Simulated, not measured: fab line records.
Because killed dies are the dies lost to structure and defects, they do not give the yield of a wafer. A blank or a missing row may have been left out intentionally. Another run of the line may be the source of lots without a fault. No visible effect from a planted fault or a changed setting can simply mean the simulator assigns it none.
Check of tool commonality || flow sky130 || 11 lots and 39 wafers in the sample

WHAT PROMPTED THE OPENING
2 of 11 lots carry a flag on the reading PWDE_TW at SKY_PWDE_TW_MEAS_10. Wafers without a fault read 376.7, standard deviation 2.4.
Rule: a lot is flagged when every wafer of it that has a number lies more than 4 standard deviations from that mean, or none has a number. The rest of the lots are taken to be sound.

{"lot": "L629", "measured": "day 4 04:05", "on": "film metro-01", "PWDE_TW, wafer by wafer": "375.7 376.3 375.0", "flag": ""}
{"lot": "L630", "measured": "day 4 16:51", "on": "film metro-04", "PWDE_TW, wafer by wafer": "375.8 375.6 376.4", "flag": ""}
{"lot": "L634", "measured": "day 5 14:43", "on": "film metro-01", "PWDE_TW, wafer by wafer": "374.3 376.8 372.7", "flag": ""}
{"lot": "L637", "measured": "day 6 05:15", "on": "film metro-01", "PWDE_TW, wafer by wafer": "377.7 378.4 377.9", "flag": ""}
{"lot": "L635", "measured": "day 6 05:22", "on": "film metro-01", "PWDE_TW, wafer by wafer": "468.0 467.3 468.9 468.1 465.7 467.2", "flag": "FLAGGED"}
{"lot": "L641", "measured": "day 6 21:12", "on": "film metro-04", "PWDE_TW, wafer by wafer": "374.4 373.8 375.0", "flag": ""}
{"lot": "L643", "measured": "day 7 10:04", "on": "film metro-02", "PWDE_TW, wafer by wafer": "468.3 468.6 469.1 467.9 469.0 466.3", "flag": "FLAGGED"}
{"lot": "L647", "measured": "day 8 09:37", "on": "film metro-01", "PWDE_TW, wafer by wafer": "374.6 374.2 374.4", "flag": ""}
{"lot": "L649", "measured": "day 8 14:52", "on": "film metro-02", "PWDE_TW, wafer by wafer": "378.3 378.9 378.5", "flag": ""}
{"lot": "L650", "measured": "day 8 18:55", "on": "film metro-01", "PWDE_TW, wafer by wafer": "374.2 376.1 374.1", "flag": ""}
{"lot": "L651", "measured": "day 8 22:31", "on": "film metro-01", "PWDE_TW, wafer by wafer": "373.9 376.2 374.8", "flag": ""}
The mean of the flagged lots' numbers is 467.9, +91.2 from the usual (+38 standard deviations).

EACH LOT AND THE TOOL IT RAN ON
Before the reading, the record contains 3 process steps out of a 708-step route. Every cell lists first the tool, next ch and the chambers used by the sampled wafers, and last the start.
{"lot": "L629", "flag": "", "SKY_FIELD_ISO_ETCH_17": "rie si-01 ch 0,3, day 2 06:56", "SKY_FIELD_ISO_CMP_27": "cmp-01 ch 2,3, day 2 11:55", "SKY_PWDE_IMPLANT_08": "implanter-04 ch 0, day 4 03:53"}
{"lot": "L630", "flag": "", "SKY_FIELD_ISO_ETCH_17": "rie si-02 ch 1,3, day 2 10:54", "SKY_FIELD_ISO_CMP_27": "cmp-01 ch 0,1,2, day 3 02:03", "SKY_PWDE_IMPLANT_08": "implanter-01 ch 0, day 4 16:36"}
{"lot": "L634", "flag": "", "SKY_FIELD_ISO_ETCH_17": "rie si-01 ch 0,1,3, day 3 07:27", "SKY_FIELD_ISO_CMP_27": "cmp-02 ch 1,2,3, day 4 00:23", "SKY_PWDE_IMPLANT_08": "implanter-02 ch 0, day 5 14:28"}
{"lot": "L637", "flag": "", "SKY_FIELD_ISO_ETCH_17": "rie si-02 ch 0,2,3, day 4 02:29", "SKY_FIELD_ISO_CMP_27": "cmp-02 ch 0,1,2, day 4 11:02", "SKY_PWDE_IMPLANT_08": "implanter-02 ch 0, day 6 05:00"}
{"lot": "L635", "flag": "FLAGGED", "SKY_FIELD_ISO_ETCH_17": "rie si-01 ch 2,3, day 3 18:44", "SKY_FIELD_ISO_CMP_27": "cmp-02 ch 2,3, day 4 10:38", "SKY_PWDE_IMPLANT_08": "implanter-01 ch 0, day 6 04:38"}
{"lot": "L641", "flag": "", "SKY_FIELD_ISO_ETCH_17": "rie si-01 ch 1,2, day 4 18:47", "SKY_FIELD_ISO_CMP_27": "cmp-01 ch 2,3, day 5 05:40", "SKY_PWDE_IMPLANT_08": "implanter-01 ch 0, day 6 20:58"}
{"lot": "L643", "flag": "FLAGGED", "SKY_FIELD_ISO_ETCH_17": "rie si-02 ch 0,2, day 5 13:18", "SKY_FIELD_ISO_CMP_27": "cmp-02 ch 1,2,3, day 5 17:50", "SKY_PWDE_IMPLANT_08": "implanter-02 ch 0, day 7 09:29"}
{"lot": "L647", "flag": "", "SKY_FIELD_ISO_ETCH_17": "rie si-01 ch 0,1,2, day 6 03:45", "SKY_FIELD_ISO_CMP_27": "cmp-02 ch 0,1,3, day 6 13:17", "SKY_PWDE_IMPLANT_08": "implanter-02 ch 0, day 8 09:23"}
{"lot": "L649", "flag": "", "SKY_FIELD_ISO_ETCH_17": "rie si-01 ch 0,1,2, day 6 12:56", "SKY_FIELD_ISO_CMP_27": "cmp-01 ch 0,2,3, day 6 19:10", "SKY_PWDE_IMPLANT_08": "implanter-01 ch 0, day 8 14:37"}
{"lot": "L650", "flag": "", "SKY_FIELD_ISO_ETCH_17": "rie si-02 ch 0,2,3, day 6 17:41", "SKY_FIELD_ISO_CMP_27": "cmp-01 ch 0,2, day 6 23:44", "SKY_PWDE_IMPLANT_08": "implanter-02 ch 0, day 8 18:41"}
{"lot": "L651", "flag": "", "SKY_FIELD_ISO_ETCH_17": "rie si-02 ch 1,2,3, day 6 22:11", "SKY_FIELD_ISO_CMP_27": "cmp-01 ch 1,2,3, day 7 02:05", "SKY_PWDE_IMPLANT_08": "implanter-02 ch 0, day 8 22:16"}
These steps, and what they do:
- SKY_FIELD_ISO_ETCH_17: etches Si in HBr/Cl2/O2, target depth 342 nm, time 97.7 s.
- SKY_FIELD_ISO_CMP_27: polishes, stops on Si3N4, t overpolish 16 s, target thk 457.8 nm.
- SKY_PWDE_IMPLANT_08
- SKY_PWDE_TW_MEAS_10

FLAGGED AGAINST TOTAL, ONE TOOL AT A TIME (gauges that did the reading follow at the end)
{"step": "SKY_FIELD_ISO_ETCH_17", "tool": "rie si-01", "lots run": 6, "flagged": 1, "share of the flagged lots": "some", "sound lots run after its first flagged lot": "3 (L641,L647,L649)"}
{"step": "SKY_FIELD_ISO_ETCH_17", "tool": "rie si-02", "lots run": 5, "flagged": 1, "share of the flagged lots": "some", "sound lots run after its first flagged lot": "2 (L650,L651)"}
{"step": "SKY_FIELD_ISO_CMP_27", "tool": "cmp-01", "lots run": 6, "flagged": 0, "share of the flagged lots": "none", "sound lots run after its first flagged lot": "-"}
{"step": "SKY_FIELD_ISO_CMP_27", "tool": "cmp-02", "lots run": 5, "flagged": 2, "share of the flagged lots": "all", "sound lots run after its first flagged lot": "2 (L637,L647)"}
{"step": "SKY_PWDE_IMPLANT_08", "tool": "implanter-01", "lots run": 4, "flagged": 1, "share of the flagged lots": "some", "sound lots run after its first flagged lot": "2 (L641,L649)"}
{"step": "SKY_PWDE_IMPLANT_08", "tool": "implanter-02", "lots run": 6, "flagged": 1, "share of the flagged lots": "some", "sound lots run after its first flagged lot": "3 (L647,L650,L651)"}
{"step": "SKY_PWDE_IMPLANT_08", "tool": "implanter-04", "lots run": 1, "flagged": 0, "share of the flagged lots": "none", "sound lots run after its first flagged lot": "-"}
{"step": "SKY_PWDE_TW_MEAS_10", "tool": "film metro-01", "lots run": 7, "flagged": 1, "share of the flagged lots": "some", "sound lots run after its first flagged lot": "3 (L647,L650,L651)"}
{"step": "SKY_PWDE_TW_MEAS_10", "tool": "film metro-02", "lots run": 2, "flagged": 1, "share of the flagged lots": "some", "sound lots run after its first flagged lot": "1 (L649)"}
{"step": "SKY_PWDE_TW_MEAS_10", "tool": "film metro-04", "lots run": 2, "flagged": 0, "share of the flagged lots": "none", "sound lots run after its first flagged lot": "-"}

THE TABLE: WHAT IT ALLOWS
All flagged lots share 1 row of the table, namely cmp-02 at SKY_FIELD_ISO_CMP_27.
- cmp-02 at SKY_FIELD_ISO_CMP_27 ran 5 lots, 2 of them flagged. Lots that were sound ran on it after the first flagged one (L637, L647); a persistent fault on the entire tool would not allow that.
Every row of the table either missed a flagged lot or ran a sound lot after the first.

WHAT THE SIMULATOR HAD PUT IN
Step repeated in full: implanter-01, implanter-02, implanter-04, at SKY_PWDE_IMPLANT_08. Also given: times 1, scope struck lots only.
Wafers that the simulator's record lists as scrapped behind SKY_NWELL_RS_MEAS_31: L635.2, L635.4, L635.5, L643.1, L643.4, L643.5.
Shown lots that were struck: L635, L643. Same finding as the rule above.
